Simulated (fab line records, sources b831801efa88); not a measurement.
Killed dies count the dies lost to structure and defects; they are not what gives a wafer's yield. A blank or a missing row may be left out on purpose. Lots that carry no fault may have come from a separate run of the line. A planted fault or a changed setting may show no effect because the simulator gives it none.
fab line records	flow sfqLine
record: lots: 5	wafers: 23
route steps=325 shown INCOMING@2 L0@7 L0V@24 M0@29 I0@48 M1@66 I1@77
startH: start of the lot's first displayed wafer, in hours after the record's first day	waitH: time in hours since the lot's previous step	" identical to the entry in the row above	L1.1+2: one row covering several wafers at once	- value missing, or start not given	* or withheld: withheld	< > ~ a bound
route shown NAME@n: NAME is a module with steps in the file, n the number in the route of the first one	usual: the fault-free wafers' mean and standard deviation	same: alike in all rows	chamber/n: place in a boat	sites: per-site readings	_std_site: the values' standard deviation	_edge_site: outer sites' mean less inner sites'	radiusMm: how far each site lies from the wafer's centre	mask NAME#n: copy n	behind: the most recent tool/chamber to have shaped the wafer	hold: cause of the lot's hold/its duration in hours/its outcome	device: whichever transistor did not switch (one of n, p or np)	end of line: tests of these same wafers at the route's end	a step given without rows: its recipe and nothing more	killed: not the wafer's yield, but the dies lost to structure and defects at the first sort	map: the dies of a wafer, with x for killed, . for not killed, _ for no die there
set.NAME: the run value of the setting; set.NAME@STEP: its run value at that earlier step	model.NAME: the simulator's own value behind a step, which no gauge read
lots run with intentionally changed settings; tables by step, rows by wafer
== steps ==
step: SFQ_TRILAYER_INCOMING_OXIDATION_002
recipe: tempC: 1000	ambient: H2O	targetThkA: 5000	pH2oTorr: 720	oxTimeS: 4939
lot.wafer	tool	chamber	startH	waitH	set.oxTimeS	model.SiO2_of_TRILAYER_INCOMING_OXIDATION_002.thkNm
L075.1+2	-	-	-	0.1	4478	476.1
L075.3	"	-	"	"	4478	470.9
L075.4	"	-	"	"	4478	474
L075.6	"	-	"	"	4478	481.1
L078.2	-	-	-	0.1	5539	538.4
L078.3	"	-	"	"	5539	534.2
L078.4	"	-	"	"	5539	539.3
L078.5	"	-	"	"	5539	541.2
L078.6	"	-	"	"	5539	535.8
L080.1	furnace-01	0	40.12	0.1	4939	513.5
L080.3	"	0	"	"	4939	512.3
L080.4	"	0	"	"	4939	515.4
L083.1	-	-	-	0.1	4260	454.8
L083.2	"	-	"	"	4260	442.7
L083.3	"	-	"	"	4260	447.9
L083.4	"	-	"	"	4260	446.1
L083.5	"	-	"	"	4260	448.1
L084.1+5	-	-	-	0.1	5491	539.4
L084.2	"	-	"	"	5491	540.5
L084.3	"	-	"	"	5491	539.9
L084.6	"	-	"	"	5491	536.8
step: SFQ_TRILAYER_L0_LITHO_COAT_005
recipe: resist: KrF	spinRpm: 3000	resistThkNm: 600
lot.wafer	tool	chamber	startH	waitH	set.spinRpm	model.KrF_of_TRILAYER_L0_LITHO_COAT_005.thkNm
L075.1	lithoTrack-02	0	18.04	0.2	3000	598
L075.2	"	0	"	"	3065	591.6
L075.3	"	0	"	"	3065	590.7
L075.4	"	0	"	"	3000	599
L075.6	"	0	"	"	3000	599.1
L078.2	lithoTrack-02	0	33.10	0.2	3000	600
L078.3	"	0	"	"	3000	601.6
L078.4+5	"	0	"	"	3000	600.3
L078.6	"	0	"	"	3000	600.5
L080.1	lithoTrack-04	0	43.04	0.2	3000	602.4
L080.3	"	0	"	"	3000	602.3
L080.4	"	0	"	"	3000	599.7
L083.1	lithoTrack-04	0	58.04	0.2	3000	602.2
L083.2	"	0	"	"	3000	601.4
L083.3	"	0	"	"	3000	601
L083.4	"	0	"	"	2792	622.6
L083.5	"	0	"	"	2792	623.1
L084.1	lithoTrack-03	0	63.04	0.2	3097	590.6
L084.2	"	0	"	"	3000	601.5
L084.3	"	0	"	"	3097	591.6
L084.5	"	0	"	"	3097	589.9
L084.6	"	0	"	"	3000	599.4
step: SFQ_TRILAYER_L0_VIA_BARC_OPEN_VIA_ETCH_021
recipe: maskMaterial: PR	chemistry: O2	targetDepthNm: 125	target: BARC	sourceW: 500	biasW: 80	pressureMtorr: 30	timeS: 41.7
lot.wafer	tool	chamber	startH	waitH	set.timeS	model.KrF_of_TRILAYER_L0_VIA_LITHO_COAT_013.thkNm
L075.1	rieDiel-04	3	159.22	0.0	41.7	571.6
L075.2	"	2	"	"	41.7	573.5
L075.3	"	1	"	"	41.7	573.9
L075.4	"	0	"	"	41.7	570.7
L075.6	"	1	"	"	41.7	571.9
L078.2	rieDiel-02	1	191.47	0.0	41.7	575.1
L078.3	"	0	"	"	44.58	569.3
L078.4	"	2	"	"	41.7	573.8
L078.5	"	3	"	"	41.7	573.3
L078.6	"	2	"	"	44.58	570.6
L080.1	rieDiel-02	0	199.87	0.0	41.7	573.3
L080.3	"	2	"	"	41.7	573
L080.4	"	1	"	"	41.7	574.7
L083.1	rieDiel-01	2	227.77	0.0	41.7	574.7
L083.2	"	3	"	"	37.53	580.7
L083.3	"	0	"	"	41.7	574.4
L083.4	"	1	"	"	37.53	579.2
L083.5	"	2	"	"	41.7	573.5
L084.1	rieDiel-02	1	233.02	0.0	41.7	574.9
L084.2	"	0	"	"	41.7	574
L084.3	"	2	"	"	41.7	573.8
L084.5	"	2	"	"	41.7	573.2
L084.6	"	1	"	"	41.7	574.8
step: SFQ_TRILAYER_L0_VIA_ETCH_VIA_ETCH_016
recipe: target: SiO2	stopOn: MoNx_KI	maskMaterial: PR	chemistry: CHF3	targetDepthNm: 80	sourceW: 500	biasW: 80	pressureMtorr: 30	timeS: withheld
lot.wafer	tool	chamber	startH	waitH	set.timeS@TRILAYER_L0_VIA_BARC_OPEN_VIA_ETCH_021	model.KrF_of_TRILAYER_L0_VIA_LITHO_COAT_013.thkNm
L075.1	rieDiel-04	3	159.26	0.0	*	557.9
L075.2	"	2	"	"	*	559.9
L075.3	"	1	"	"	*	560.1
L075.4	"	0	"	"	*	556.9
L075.6	"	1	"	"	*	558.1
L078.2	rieDiel-02	1	191.51	0.0	*	561.4
L078.3	"	0	"	"	*	555.3
L078.4	"	2	"	"	*	559.8
L078.5	"	3	"	"	*	559.4
L078.6	"	2	"	"	*	556.6
L080.1+3	rieDiel-02	0,2	199.91	0.0	*	559.1
L080.4	"	1	"	"	*	561.1
L083.1	rieDiel-01	2	227.81	0.0	*	560.9
L083.2	"	3	"	"	*	567.1
L083.3	"	0	"	"	*	560.7
L083.4	"	1	"	"	*	565.4
L083.5	"	2	"	"	*	559.7
L084.1	rieDiel-02	1	233.06	0.0	*	561.2
L084.2	"	0	"	"	*	560
L084.3	"	2	"	"	*	559.8
L084.5	"	2	"	"	*	559.1
L084.6	"	1	"	"	*	561.1
step: SFQ_TRILAYER_M0_DEP_SPUTTER_019
recipe: material: Nb	basePressurePa: 1.33e-06	chamberPressurePa: 0.1333	substrateTempC: 20	resputterCathodeVoltageV: 400	targetThkNm: 200	powerW: 2000	timeS: 133.3
lot.wafer	tool	chamber	startH	waitH	set.timeS	model.Nb_of_TRILAYER_M0_DEP_SPUTTER_019.thkNm
L075.1	pvdSputter-05	-	160.14	0.0	133.3	200.6
L075.2	"	-	"	"	142.6	215.4
L075.3	"	-	"	"	133.3	199.3
L075.4	"	-	"	"	142.6	214.4
L075.6	"	-	"	"	133.3	200
L078.2	pvdSputter-03	-	192.36	0.0	145.3	216.2
L078.3	"	-	"	"	133.3	197.9
L078.4	"	-	"	"	133.3	198.1
L078.5	"	-	"	"	145.3	217.7
L078.6	"	-	"	"	145.3	216.1
L080.1	pvdSputter-03	-	200.76	0.0	133.3	196.5
L080.3	"	-	"	"	133.3	196
L080.4	"	-	"	"	133.3	196.2
L083.1	pvdSputter-03	-	228.66	0.0	115.2	171.4
L083.2	"	-	"	"	133.3	199.1
L083.3	"	-	"	"	133.3	198.1
L083.4	"	-	"	"	133.3	197.7
L083.5	"	-	"	"	115.2	170.5
L084.1	pvdSputter-05	-	233.93	0.0	133.3	197.1
L084.2	"	-	"	"	133.3	197.7
L084.3	"	-	"	"	133.3	197.2
L084.5	"	-	"	"	133.3	198.4
L084.6	"	-	"	"	133.3	197.8
step: SFQ_M0_RS_MEAS_904
recipe: thkMeasGauge: four-point-probe	reads: Nb_of_TRILAYER_M0_DEP_SPUTTER_019
usual: M0_NB_RS: 0.893/0.0082
lot.wafer	tool	chamber	startH	waitH	set.timeS@TRILAYER_M0_DEP_SPUTTER_019	M0_NB_RS[ohm/sq]
L075.1	filmMetro-03	-	160.23	0.0	133.3	0.888
L075.2	"	-	"	"	142.6	0.825
L075.3	"	-	"	"	133.3	0.892
L075.4	"	-	"	"	142.6	0.829
L075.6	"	-	"	"	133.3	0.891
L078.2	filmMetro-01	-	192.47	0.1	145.3	0.820
L078.3	"	-	"	"	133.3	0.900
L078.4	"	-	"	"	133.3	0.898
L078.5	"	-	"	"	145.3	0.816
L078.6	"	-	"	"	145.3	0.823
L080.1	filmMetro-01	-	200.85	0.0	133.3	0.905
L080.3	"	-	"	"	133.3	0.907
L080.4	"	-	"	"	133.3	0.906
L083.1	filmMetro-01	-	228.75	0.0	115.2	1.043
L083.2	"	-	"	"	133.3	0.894
L083.3	"	-	"	"	133.3	0.899
L083.4	"	-	"	"	133.3	0.901
L083.5	"	-	"	"	115.2	1.044
L084.1	filmMetro-03	-	234.02	0.0	133.3	0.903
L084.2	"	-	"	"	133.3	0.899
L084.3	"	-	"	"	133.3	0.903
L084.5	"	-	"	"	133.3	0.895
L084.6	"	-	"	"	133.3	0.901
step: SFQ_TRILAYER_M0_LITHO_COAT_026
recipe: resist: BARC	spinRpm: 3000	resistThkNm: 62
lot.wafer	tool	chamber	startH	waitH	set.resistThkNm	model.BARC_of_TRILAYER_M0_LITHO_COAT_026.thkNm
L075.1	lithoTrack-02	0	160.41	0.1	59.94	60.07
L075.2	"	0	"	"	59.94	59.98
L075.3+4	"	0	"	"	62	62.05
L075.6	"	0	"	"	62	61.85
L078.2	lithoTrack-01	0	192.68	0.1	62	62
L078.3	"	0	"	"	62	61.98
L078.4	"	0	"	"	60.18	60.24
L078.5	"	0	"	"	60.18	60.21
L078.6	"	0	"	"	60.18	60.04
L080.1	lithoTrack-02	0	201.03	0.1	62	61.76
L080.3	"	0	"	"	62	61.98
L080.4	"	0	"	"	62	61.85
L083.1	lithoTrack-03	0	228.93	0.1	62	62.24
L083.2	"	0	"	"	60.22	60.43
L083.3	"	0	"	"	62	62.26
L083.4	"	0	"	"	60.22	60.38
L083.5	"	0	"	"	60.22	60.48
L084.1	lithoTrack-01	0	234.20	0.1	64.32	64.28
L084.2	"	0	"	"	62	62.09
L084.3	"	0	"	"	62	62.11
L084.5	"	0	"	"	64.32	64.31
L084.6	"	0	"	"	62	62.1
step: SFQ_TRILAYER_M0_ETCH_METAL_ETCH_024
recipe: target: Nb	stopOn: SiO2	maskMaterial: PR	chemistry: Cl2/Ar	targetDepthNm: 240	icpW: 600	biasW: 80	pressureMtorr: 10	timeS: 120
usual: oesProductAu: 0.893/0.0067
lot.wafer	tool	chamber	startH	waitH	set.pressureMtorr	set.timeS@TRILAYER_M0_DEP_SPUTTER_019	oesProductAu
L075.1	rieMetal-03	1	254.36	0.0	9.184	133.3	0.887
L075.2	"	0	"	"	9.184	142.6	0.931
L075.3	"	1	"	"	9.184	133.3	0.898
L075.4	"	0	"	"	9.184	142.6	0.924
L075.6	"	0	"	"	9.184	133.3	0.895
L078.2	rieMetal-03	0	286.76	0.0	9.373	145.3	0.936
L078.3	"	1	"	"	9.373	133.3	0.891
L078.4	"	0	"	"	9.373	133.3	0.893
L078.5	"	1	"	"	9.373	145.3	0.939
L078.6	"	0	"	"	9.373	145.3	0.941
L080.1	rieMetal-02	1	301.16	0.0	10	133.3	0.892
L080.3	"	1	"	"	10	133.3	0.882
L080.4	"	0	"	"	10	133.3	0.879
L083.1	rieMetal-02	1	336.40	0.0	10.43	115.2	0.822
L083.2	"	0	"	"	10.43	133.3	0.888
L083.3	"	1	"	"	10.43	133.3	0.889
L083.4	"	0	"	"	10.43	133.3	0.887
L083.5	"	1	"	"	10.43	115.2	0.812
L084.1	rieMetal-01	0	343.60	0.0	10	133.3	0.881
L084.2	"	1	"	"	10	133.3	0.888
L084.3	"	0	"	"	10	133.3	0.895
L084.5	"	1	"	"	10	133.3	0.889
L084.6	"	0	"	"	10	133.3	0.894
step: SFQ_TRILAYER_I0_VIA_LITHO_COAT_031
recipe: resist: KrF	spinRpm: 3000	resistThkNm: 650
lot.wafer	tool	chamber	startH	waitH	set.spinRpm	model.KrF_of_TRILAYER_I0_VIA_LITHO_COAT_031.thkNm
L075.1	lithoTrack-02	0	259.96	0.2	3000	645.5
L075.2	"	0	"	"	3000	646.8
L075.3	"	0	"	"	3129	633
L075.4	"	0	"	"	3000	648.7
L075.6	"	0	"	"	3129	633.5
L078.2	lithoTrack-02	0	292.42	0.2	2795	673.8
L078.3	"	0	"	"	2795	675.5
L078.4	"	0	"	"	3000	652.6
L078.5	"	0	"	"	2795	675.3
L078.6	"	0	"	"	3000	653.7
L080.1	lithoTrack-02	0	307.37	0.2	3000	645.7
L080.3	"	0	"	"	3000	646.6
L080.4	"	0	"	"	3000	645.6
L083.1	lithoTrack-01	0	346.80	0.2	2911	656.7
L083.2	"	0	"	"	2911	660
L083.3	"	0	"	"	2911	657.4
L083.4	"	0	"	"	3000	648.3
L083.5	"	0	"	"	3000	650.2
L084.1	lithoTrack-01	0	353.49	0.2	3000	650.1
L084.2	"	0	"	"	3000	649.5
L084.3	"	0	"	"	3146	634.2
L084.5	"	0	"	"	3000	648
L084.6	"	0	"	"	3146	634.1
step: SFQ_TRILAYER_I0_VIA_LITHO_PEB_034
recipe: pebTempC: 115	pebTimeS: 60	resist: KrF
lot.wafer	tool	chamber	startH	waitH	set.pebTimeS
L075.1+6	lithoTrack-01	0	372.58	1.0	63.69
L075.2+3+4	"	0	"	"	60
L078.2+3+4	lithoTrack-02	0	412.97	0.8	60
L078.5+6	"	0	"	"	52.47
L080.1+3+4	lithoTrack-04	0	423.87	1.0	60
L083.1+2+5	lithoTrack-04	0	480.38	1.0	60
L083.3+4	"	0	"	"	68.38
L084.1+2+3+5+6	lithoTrack-01	0	487.58	1.0	60
step: SFQ_TRILAYER_I0_VIA_LITHO_DEVELOP_033
recipe: timeS: 60	resist: KrF
step: SFQ_TRILAYER_I0_VIA_BARC_OPEN_VIA_ETCH_046
recipe: maskMaterial: PR	chemistry: O2	targetDepthNm: 125	target: BARC	sourceW: 500	biasW: 80	pressureMtorr: 30	timeS: 43.03
lot.wafer	tool	chamber	startH	waitH	set.spinRpm@TRILAYER_I0_VIA_LITHO_COAT_031	set.pebTimeS@TRILAYER_I0_VIA_LITHO_PEB_034	model.KrF_of_TRILAYER_I0_VIA_LITHO_COAT_031.thkNm	model.I0.cdNm
L075.1	rieDiel-04	2	372.91	0.0	3000	63.69	566.9	507.9
L075.2	"	1	"	"	3000	60	568.2	498.6
L075.3	"	0	"	"	3129	60	554	499.6
L075.4	"	1	"	"	3000	60	570.2	499.1
L075.6	"	2	"	"	3129	63.69	554.6	509
L078.2	rieDiel-03	1	413.28	0.0	2795	60	594.7	502
L078.3	"	3	"	"	2795	60	596.5	503.1
L078.4	"	2	"	"	3000	60	573.5	504.1
L078.5	"	1	"	"	2795	52.47	596.1	482.4
L078.6	"	3	"	"	3000	52.47	574.2	484.4
L080.1	rieDiel-03	0	424.21	0.0	3000	60	567.7	502.3
L080.3	"	2	"	"	3000	60	567.8	501.2
L080.4	"	3	"	"	3000	60	566.3	501
L083.1	rieDiel-02	2	480.71	0.0	2911	60	578.2	499.9
L083.2	"	3	"	"	2911	60	581	500.1
L083.3	"	1	"	"	2911	68.38	580	518.2
L083.4	"	0	"	"	3000	68.38	569.6	519.4
L083.5	"	3	"	"	3000	60	571.6	501.2
L084.1	rieDiel-04	1	487.91	0.0	3000	60	571	499.4
L084.2	"	3	"	"	3000	60	571.4	498.5
L084.3	"	0	"	"	3146	60	554.8	500.1
L084.5	"	1	"	"	3000	60	569.2	500.1
L084.6	"	0	"	"	3146	60	554.5	501.5
step: SFQ_TRILAYER_I0_VIA_ETCH_VIA_ETCH_034
recipe: target: SiO2	stopOn: Nb	maskMaterial: PR	taperDeg: 20	chemistry: CHF3	targetDepthNm: 260	sourceW: 500	biasW: 80	pressureMtorr: 30	timeS: withheld
lot.wafer	tool	chamber	startH	waitH	set.biasW	set.timeS@TRILAYER_M0_DEP_SPUTTER_019	set.spinRpm@TRILAYER_I0_VIA_LITHO_COAT_031	set.pebTimeS@TRILAYER_I0_VIA_LITHO_PEB_034	model.KrF_of_TRILAYER_I0_VIA_LITHO_COAT_031.thkNm	model.Nb_of_TRILAYER_M0_DEP_SPUTTER_019.thkNm	model.I0.cdNm
L075.1	rieDiel-04	2	372.95	0.0	80	*	3000	*	521.7	200.6	506.8
L075.2	"	1	"	"	86.01	*	3000	*	521.8	214.8	497.4
L075.3	"	0	"	"	86.01	*	3129	*	507.2	198.7	497.8
L075.4	"	1	"	"	80	*	3000	*	525.5	214.4	498.7
L075.6	"	2	"	"	86.01	*	3129	*	508.4	199.4	507.2
L078.2	rieDiel-03	1	413.32	0.0	80	*	2795	*	549.9	216.2	501.8
L078.3	"	3	"	"	83.75	*	2795	*	551	197.5	501.8
L078.4	"	2	"	"	83.75	*	3000	*	527.6	197.7	502.7
L078.5	"	1	"	"	80	*	2795	*	551.3	217.7	481.7
L078.6	"	3	"	"	83.75	*	3000	*	528.3	215.8	483.5
L080.1	rieDiel-03	0	424.25	0.0	80	*	3000	*	524	196.5	502.6
L080.3	"	2	"	"	80	*	3000	*	522.9	196	499.7
L080.4	"	3	"	"	80	*	3000	*	521.2	196.2	499.9
L083.1	rieDiel-02	2	480.75	0.0	80	*	2911	*	533.7	171.4	498.3
L083.2	"	3	"	"	74.84	*	2911	*	536.9	199.1	497.4
L083.3	"	1	"	"	80	*	2911	*	536.2	198.1	520.3
L083.4	"	0	"	"	80	*	3000	*	524.7	197.7	517.2
L083.5	"	3	"	"	74.84	*	3000	*	528	170.5	498.3
L084.1	rieDiel-04	1	487.95	0.0	80	*	3000	*	526.4	197.1	496.6
L084.2	"	3	"	"	80	*	3000	*	527.5	197.7	498.3
L084.3	"	0	"	"	80	*	3146	*	509.2	197.2	500.6
L084.5	"	1	"	"	80	*	3000	*	524.5	198.4	497.3
L084.6	"	0	"	"	80	*	3146	*	508.8	197.8	502.5
step: SFQ_TRILAYER_M1_LITHO_PEB_042
recipe: pebTempC: 115	pebTimeS: 60	resist: KrF
lot.wafer	tool	chamber	startH	waitH	set.pebTempC
L075.1+4+6	lithoTrack-04	0	515.30	1.0	113.2
L075.2+3	"	0	"	"	115
L078.2+4+5	lithoTrack-04	0	553.85	0.8	115
L078.3+6	"	0	"	"	113.5
L080.1+3+4	lithoTrack-03	0	567.15	1.0	115
L083.1+2+3+4+5	lithoTrack-03	0	624.33	1.0	115
L084.1+2+3	lithoTrack-04	0	630.46	1.0	112.6
L084.5+6	"	0	"	"	115
step: SFQ_TRILAYER_M1_BARC_OPEN_METAL_ETCH_054
recipe: maskMaterial: PR	chemistry: O2	targetDepthNm: 125	target: BARC	icpW: 600	biasW: 80	pressureMtorr: 10	timeS: 41.7
lot.wafer	tool	chamber	startH	waitH	set.biasW	set.pebTempC@TRILAYER_M1_LITHO_PEB_042	model.M1.cdNm
L075.1	rieMetal-01	0	515.64	0.0	80	113.2	535.7
L075.2	"	0	"	"	80	115	502.2
L075.3	"	0	"	"	80	115	501.5
L075.4+6	"	0	"	"	80	113.2	536.4
L078.2	rieMetal-01	1	554.16	0.0	80	115	501.5
L078.3	"	0	"	"	87.13	113.5	527.7
L078.4	"	1	"	"	80	115	500.4
L078.5	"	1	"	"	87.13	115	501.1
L078.6	"	0	"	"	80	113.5	529.5
L080.1	rieMetal-04	1	567.49	0.0	80	115	502
L080.3	"	0	"	"	80	115	502.8
L080.4	"	1	"	"	80	115	500
L083.1	rieMetal-04	1	624.67	0.0	80	115	502.1
L083.2	"	0	"	"	80	115	502.7
L083.3	"	1	"	"	76.18	115	502.4
L083.4	"	0	"	"	80	115	504
L083.5	"	0	"	"	76.18	115	502
L084.1	rieMetal-04	0	630.80	0.0	80	112.6	547.8
L084.2+3	"	1,0	"	"	84.84	112.6	546.4
L084.5	"	0	"	"	84.84	115	499.5
L084.6	"	1	"	"	80	115	500.2
step: SFQ_TRILAYER_I1_VIA_LITHO_COAT_054
recipe: resist: BARC	spinRpm: 3000	resistThkNm: 62
lot.wafer	tool	chamber	startH	waitH	set.spinRpm	model.BARC_of_TRILAYER_I1_VIA_LITHO_COAT_054.thkNm
L075.1	lithoTrack-01	0	521.78	1.0	2847	63.56
L075.2	"	0	"	"	2847	63.52
L075.3	"	0	"	"	3000	61.85
L075.4	"	0	"	"	3000	61.97
L075.6	"	0	"	"	2847	63.51
L078.2	lithoTrack-04	0	559.59	0.8	3000	61.87
L078.3	"	0	"	"	3000	61.72
L078.4	"	0	"	"	3000	61.82
L078.5	"	0	"	"	3000	61.76
L078.6	"	0	"	"	3000	61.54
L080.1	lithoTrack-04	0	572.89	1.0	3000	62.15
L080.3	"	0	"	"	3000	62.12
L080.4	"	0	"	"	3000	62.02
L083.1	lithoTrack-01	0	639.31	1.0	3000	61.86
L083.2	"	0	"	"	2792	64.08
L083.3	"	0	"	"	2792	64.44
L083.4	"	0	"	"	3000	61.78
L083.5	"	0	"	"	3000	62.11
L084.1	lithoTrack-03	0	643.33	1.0	2820	64.24
L084.2	"	0	"	"	2820	64.16
L084.3	"	0	"	"	3000	62.33
L084.5	"	0	"	"	3000	62.09
L084.6	"	0	"	"	3000	62.05
== key ==
split: step: SFQ_TRILAYER_INCOMING_OXIDATION_002	setting: oxTimeS	stated: 4939	by: lot
response: step: SFQ_TRILAYER_INCOMING_OXIDATION_002	reading: model.SiO2_of_TRILAYER_INCOMING_OXIDATION_002.thkNm	change: +3.35	per: 1%	r: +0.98
split: step: SFQ_TRILAYER_L0_LITHO_COAT_005	setting: spinRpm	stated: 3000	by: wafer
response: step: SFQ_TRILAYER_L0_LITHO_COAT_005	reading: model.KrF_of_TRILAYER_L0_LITHO_COAT_005.thkNm	change: -3.09	per: 1%	r: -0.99
split: step: SFQ_TRILAYER_L0_VIA_BARC_OPEN_VIA_ETCH_021	setting: timeS	stated: 41.7	by: wafer
response: step: SFQ_TRILAYER_L0_VIA_BARC_OPEN_VIA_ETCH_021	reading: model.KrF_of_TRILAYER_L0_VIA_LITHO_COAT_013.thkNm	change: -0.584	per: 1%	r: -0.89
response: step: SFQ_TRILAYER_L0_VIA_ETCH_VIA_ETCH_016	reading: model.KrF_of_TRILAYER_L0_VIA_LITHO_COAT_013.thkNm	change: -0.592	per: 1%	r: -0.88
split: step: SFQ_TRILAYER_M0_DEP_SPUTTER_019	setting: timeS	stated: 133.3	by: wafer
response: step: SFQ_TRILAYER_M0_DEP_SPUTTER_019	reading: model.Nb_of_TRILAYER_M0_DEP_SPUTTER_019.thkNm	change: +2.05	per: 1%	r: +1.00
response: step: SFQ_M0_RS_MEAS_904	reading: M0_NB_RS	change: -0.00998	per: 1%	r: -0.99
response: step: SFQ_TRILAYER_M0_ETCH_METAL_ETCH_024	reading: oesProductAu	change: +0.00517	per: 1%	r: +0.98
response: step: SFQ_TRILAYER_I0_VIA_ETCH_VIA_ETCH_034	reading: model.Nb_of_TRILAYER_M0_DEP_SPUTTER_019.thkNm	change: +2.06	per: 1%	r: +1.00
split: step: SFQ_TRILAYER_M0_LITHO_COAT_026	setting: resistThkNm	stated: 62	by: wafer
response: step: SFQ_TRILAYER_M0_LITHO_COAT_026	reading: model.BARC_of_TRILAYER_M0_LITHO_COAT_026.thkNm	change: +0.604	per: 1%	r: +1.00
split: step: SFQ_TRILAYER_M0_ETCH_METAL_ETCH_024	setting: pressureMtorr	stated: 10	by: lot
response none clear
split: step: SFQ_TRILAYER_I0_VIA_LITHO_COAT_031	setting: spinRpm	stated: 3000	by: wafer
response: step: SFQ_TRILAYER_I0_VIA_LITHO_COAT_031	reading: model.KrF_of_TRILAYER_I0_VIA_LITHO_COAT_031.thkNm	change: -3.14	per: 1%	r: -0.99
response: step: SFQ_TRILAYER_I0_VIA_BARC_OPEN_VIA_ETCH_046	reading: model.KrF_of_TRILAYER_I0_VIA_LITHO_COAT_031.thkNm	change: -3.23	per: 1%	r: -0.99
response: step: SFQ_TRILAYER_I0_VIA_ETCH_VIA_ETCH_034	reading: model.KrF_of_TRILAYER_I0_VIA_LITHO_COAT_031.thkNm	change: -3.4	per: 1%	r: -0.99
split: step: SFQ_TRILAYER_I0_VIA_LITHO_PEB_034	setting: pebTimeS	stated: 60	by: wafer
response: step: SFQ_TRILAYER_I0_VIA_BARC_OPEN_VIA_ETCH_046	reading: model.I0.cdNm	change: +1.44	per: 1%	r: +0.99
response: step: SFQ_TRILAYER_I0_VIA_ETCH_VIA_ETCH_034	reading: model.I0.cdNm	change: +1.51	per: 1%	r: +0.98
split: step: SFQ_TRILAYER_I0_VIA_ETCH_VIA_ETCH_034	setting: biasW	stated: 80	by: wafer
response none clear
split: step: SFQ_TRILAYER_M1_LITHO_PEB_042	setting: pebTempC	stated: 115	by: wafer
response: step: SFQ_TRILAYER_M1_BARC_OPEN_METAL_ETCH_054	reading: model.M1.cdNm	change: -22.1	per: 1%	r: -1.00
split: step: SFQ_TRILAYER_M1_BARC_OPEN_METAL_ETCH_054	setting: biasW	stated: 80	by: wafer
response none clear
split: step: SFQ_TRILAYER_I1_VIA_LITHO_COAT_054	setting: spinRpm	stated: 3000	by: wafer
response: step: SFQ_TRILAYER_I1_VIA_LITHO_COAT_054	reading: model.BARC_of_TRILAYER_I1_VIA_LITHO_COAT_054.thkNm	change: -0.334	per: 1%	r: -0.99
